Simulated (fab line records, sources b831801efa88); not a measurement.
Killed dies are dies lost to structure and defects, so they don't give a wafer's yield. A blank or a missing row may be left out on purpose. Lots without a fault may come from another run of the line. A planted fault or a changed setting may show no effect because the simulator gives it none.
A struck lot beside a sound one | flow sky130 | 15 steps out of a route of 708
Sound: wafers L129.2, L129.4, L129.6. Struck: wafers L146.2, L146.3, L146.4. The cause comes at the end.
At each step with rows: each side's tool, then ch and its chambers, then its first start. Under that, the readings that differ: sound wafers | struck wafers | difference of the means | sigmas: that difference in standard deviations of wafers without a fault.
alike: readings whose means differ by less than 2 such deviations, and words and numbers that are the same on both sides. not compared: withheld readings, readings that some wafer has no value for, bounds like >300 that may hide the same value, and numbers for which the record gives no deviation and whose values overlap.
The two part at a step that has a row with sigmas, a row that says differs or no value, or rows on one side only. Numbers that don't overlap but have no deviation are shown without sigmas and don't part them. A reading that every wafer of one side lacks parts them only if that side has two wafers or more.

first, 4 steps without rows for these wafers: SKY_CONTACT_STRIP_19 (strips in O2/N2); SKY_CONTACT_STRIP_20 (strips in post etch residue remover, time 1200 s); SKY_CONTACT_CLEAN_21 (cleans in IPA, time 180 s); SKY_CONTACT_CLEAN_22 (cleans in O3/DIW).
SKY_CONTACT_SPUTTER_23: material TiN, target thk 20 nm, time 80 s.
  sound on pvd_sputter-02, day 32 09:32; struck on pvd_sputter-03, day 37 13:53
  alike: cathode_dc_power_W, chamber_pressure_pa, throttle_valve_pct
then, 1 step without rows for these wafers: SKY_CONTACT_CVD_24 (deposits W, target thk 340 nm, time 102.12 s).
SKY_CONTACT_RS_MEAS_25: measures by four-point-probe.
  sound on film_metro-02, day 32 09:44; struck on film_metro-04, day 37 14:04
  alike: CONTACT_W_RS
SKY_CONTACT_THK_MEAS_26: measures by xrf.
  sound on film_metro-02, day 32 09:51; struck on film_metro-04, day 37 14:11
  alike: CONTACT_W_THK
SKY_CONTACT_CMP_27: polishes, stops on SiO2, t overpolish 15 s, target thk 0 nm.
  sound on cmp-02 ch 1,3, day 32 09:54; struck on cmp-02 ch 1,2,3, day 37 14:14
  alike: head_pressure_psi, motor_current_A, overpolish_run_s, time_to_endpoint_s
SKY_METAL1_SPUTTER_00: material Ti, target thk 15 nm, time 10 s.
  sound on pvd_sputter-04, day 32 10:12; struck on pvd_sputter-02, day 37 14:32
  alike: cathode_dc_power_W, chamber_pressure_pa, throttle_valve_pct
then, 1 step without rows for these wafers: SKY_METAL1_SPUTTER_01 (material TiN, target thk 20 nm, time 16.7 s).
SKY_METAL1_SPUTTER_02: material AlCu, target thk 250 nm, time 13.3 s.
  sound on pvd_sputter-04, day 32 10:14; struck on pvd_sputter-02, day 37 14:35
  alike: cathode_dc_power_W, chamber_pressure_pa, throttle_valve_pct
SKY_METAL1_SPUTTER_03: material Ti, target thk 5 nm, time 3.3 s.
  sound on pvd_sputter-04, day 32 10:16; struck on pvd_sputter-02, day 37 14:36
  no value came back on the struck wafers for cathode_dc_power_W (W), chamber_pressure_pa (Pa), throttle_valve_pct (%), time_s (s); on the sound wafers cathode_dc_power_W (W) reads 2999.4 3000.8 2999.1
SKY_METAL1_SPUTTER_04: material TiN, target thk 70 nm, time 58.3 s.
  sound on pvd_sputter-04, day 32 10:17; struck on pvd_sputter-02, day 37 14:37
  alike: cathode_dc_power_W, chamber_pressure_pa, throttle_valve_pct
-- the record jumps here: 13 days lie between the struck wafers' starts before and after (it left off in module METAL1 and takes up again in module PAD_OPEN, whose first step shown is number 708 of the route) --
SKY_PAD_OPEN_PROBE_99:
  sound on prober-02, day 46 08:46; struck on prober-01, day 50 06:20
  reading                       | sound             | struck            | difference | sigmas
  model.etest.via1_chain.rc_ohm | 16.28 15.09 15.99 | 21.64 18.83 20.63 | +4.58      |
  alike: defect_limited_yield, killed_at_M0_to_M3, killed_at_M4_up, killed_at_contacts, killed_at_front_end, killed_at_other, killed_dies, killed_open, killed_short, sort_bin_3_pad_short, sort_bin_5_function, sort_bin_6_memory, sort_n_pass, sort_yield_pct
  not compared: model.etest.met1.rs_ohm_sq

WHERE THEY PART
Only at SKY_METAL1_SPUTTER_03, within this record. Later steps at which nothing parts them and some readings are alike: SKY_METAL1_SPUTTER_04, SKY_PAD_OPEN_PROBE_99.

WHY: what the simulator had put in
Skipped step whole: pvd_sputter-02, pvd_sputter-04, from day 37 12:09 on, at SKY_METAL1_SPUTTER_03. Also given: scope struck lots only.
